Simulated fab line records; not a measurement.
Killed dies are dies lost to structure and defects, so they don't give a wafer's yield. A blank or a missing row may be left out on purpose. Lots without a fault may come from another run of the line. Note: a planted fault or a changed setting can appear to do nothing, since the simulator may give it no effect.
Split-lot trial :: flow sky130 :: 23 wafers read from 5 lots, route of 708 steps

## ON THE SPLIT
At SKY_SONOS_ONO_CVD_04 (deposits SiO2 from SiH4/N2O, target thk 5.7199 nm), the setting pressure_mtorr was moved away from the recipe's 400 mTorr on 10 of the 23 wafers read, by -9.5% to +7.0%. For the rest of the wafers, this setting stayed at what the recipe calls for.

Reading taken at the split's own step.

## THE READING
SiO2_of_SONOS_ONO_CVD_04.thk_nm (the simulator's own value, which no gauge read), in nm, at SKY_SONOS_ONO_CVD_04 (deposits SiO2 from SiH4/N2O, target thk 5.7199 nm). No usual value for it is given in the file. The 13 wafers here that ran the recipe average 5.841 nm, standard deviation 0.076 nm.

wafer: L075.1
tool, chamber at the split: -, -
pressure_mtorr as run, mTorr: 362
against the recipe: -9.5%
SiO2_of_SONOS_ONO_CVD_04.thk_nm, nm: 5.65
against lot-mates on the recipe: no lot-mate on the recipe

wafer: L075.2
tool, chamber at the split: -, -
pressure_mtorr as run, mTorr: 362
against the recipe: -9.5%
SiO2_of_SONOS_ONO_CVD_04.thk_nm, nm: 5.69
against lot-mates on the recipe: no lot-mate on the recipe

wafer: L075.3
tool, chamber at the split: -, -
pressure_mtorr as run, mTorr: 362
against the recipe: -9.5%
SiO2_of_SONOS_ONO_CVD_04.thk_nm, nm: 5.673
against lot-mates on the recipe: no lot-mate on the recipe

wafer: L075.5
tool, chamber at the split: -, -
pressure_mtorr as run, mTorr: 362
against the recipe: -9.5%
SiO2_of_SONOS_ONO_CVD_04.thk_nm, nm: 5.691
against lot-mates on the recipe: no lot-mate on the recipe

wafer: L075.6
tool, chamber at the split: -, -
pressure_mtorr as run, mTorr: 362
against the recipe: -9.5%
SiO2_of_SONOS_ONO_CVD_04.thk_nm, nm: 5.634
against lot-mates on the recipe: no lot-mate on the recipe

wafer: L076.2
tool, chamber at the split: -, -
pressure_mtorr as run, mTorr: 400
against the recipe: recipe
SiO2_of_SONOS_ONO_CVD_04.thk_nm, nm: 5.852
against lot-mates on the recipe: -

wafer: L076.3
tool, chamber at the split: -, -
pressure_mtorr as run, mTorr: 400
against the recipe: recipe
SiO2_of_SONOS_ONO_CVD_04.thk_nm, nm: 5.901
against lot-mates on the recipe: -

wafer: L076.4
tool, chamber at the split: -, -
pressure_mtorr as run, mTorr: 400
against the recipe: recipe
SiO2_of_SONOS_ONO_CVD_04.thk_nm, nm: 5.878
against lot-mates on the recipe: -

wafer: L076.5
tool, chamber at the split: -, -
pressure_mtorr as run, mTorr: 400
against the recipe: recipe
SiO2_of_SONOS_ONO_CVD_04.thk_nm, nm: 5.97
against lot-mates on the recipe: -

wafer: L076.6
tool, chamber at the split: -, -
pressure_mtorr as run, mTorr: 400
against the recipe: recipe
SiO2_of_SONOS_ONO_CVD_04.thk_nm, nm: 5.902
against lot-mates on the recipe: -

wafer: L079.3
tool, chamber at the split: lpcvd-03, 0
pressure_mtorr as run, mTorr: 400
against the recipe: recipe
SiO2_of_SONOS_ONO_CVD_04.thk_nm, nm: 5.845
against lot-mates on the recipe: -

wafer: L079.5
tool, chamber at the split: lpcvd-03, 0
pressure_mtorr as run, mTorr: 400
against the recipe: recipe
SiO2_of_SONOS_ONO_CVD_04.thk_nm, nm: 5.859
against lot-mates on the recipe: -

wafer: L079.6
tool, chamber at the split: lpcvd-03, 0
pressure_mtorr as run, mTorr: 400
against the recipe: recipe
SiO2_of_SONOS_ONO_CVD_04.thk_nm, nm: 5.918
against lot-mates on the recipe: -

wafer: L082.1
tool, chamber at the split: -, -
pressure_mtorr as run, mTorr: 428.1
against the recipe: +7.0%
SiO2_of_SONOS_ONO_CVD_04.thk_nm, nm: 6.021
against lot-mates on the recipe: no lot-mate on the recipe

wafer: L082.2
tool, chamber at the split: -, -
pressure_mtorr as run, mTorr: 428.1
against the recipe: +7.0%
SiO2_of_SONOS_ONO_CVD_04.thk_nm, nm: 5.903
against lot-mates on the recipe: no lot-mate on the recipe

wafer: L082.3
tool, chamber at the split: -, -
pressure_mtorr as run, mTorr: 428.1
against the recipe: +7.0%
SiO2_of_SONOS_ONO_CVD_04.thk_nm, nm: 6.015
against lot-mates on the recipe: no lot-mate on the recipe

wafer: L082.4
tool, chamber at the split: -, -
pressure_mtorr as run, mTorr: 428.1
against the recipe: +7.0%
SiO2_of_SONOS_ONO_CVD_04.thk_nm, nm: 5.952
against lot-mates on the recipe: no lot-mate on the recipe

wafer: L082.5
tool, chamber at the split: -, -
pressure_mtorr as run, mTorr: 428.1
against the recipe: +7.0%
SiO2_of_SONOS_ONO_CVD_04.thk_nm, nm: 5.953
against lot-mates on the recipe: no lot-mate on the recipe

wafer: L084.1
tool, chamber at the split: -, -
pressure_mtorr as run, mTorr: 400
against the recipe: recipe
SiO2_of_SONOS_ONO_CVD_04.thk_nm, nm: 5.746
against lot-mates on the recipe: -

wafer: L084.2
tool, chamber at the split: -, -
pressure_mtorr as run, mTorr: 400
against the recipe: recipe
SiO2_of_SONOS_ONO_CVD_04.thk_nm, nm: 5.762
against lot-mates on the recipe: -

wafer: L084.4
tool, chamber at the split: -, -
pressure_mtorr as run, mTorr: 400
against the recipe: recipe
SiO2_of_SONOS_ONO_CVD_04.thk_nm, nm: 5.682
against lot-mates on the recipe: -

wafer: L084.5
tool, chamber at the split: -, -
pressure_mtorr as run, mTorr: 400
against the recipe: recipe
SiO2_of_SONOS_ONO_CVD_04.thk_nm, nm: 5.817
against lot-mates on the recipe: -

wafer: L084.6
tool, chamber at the split: -, -
pressure_mtorr as run, mTorr: 400
against the recipe: recipe
SiO2_of_SONOS_ONO_CVD_04.thk_nm, nm: 5.805
against lot-mates on the recipe: -

THE FIT
A straight line over all 23 wafers: SiO2_of_SONOS_ONO_CVD_04.thk_nm changes by +0.0182 nm for each +1% of pressure_mtorr; r = +0.85; the points scatter about the line by 0.064 nm.
Too few moved wafers have a lot-mate on the recipe to fit a line with each lot's own level taken away.

## THE FILE'S OWN FIT
SiO2_of_SONOS_ONO_CVD_04.thk_nm changes by +0.0183 nm for each +1% of pressure_mtorr, r = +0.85.
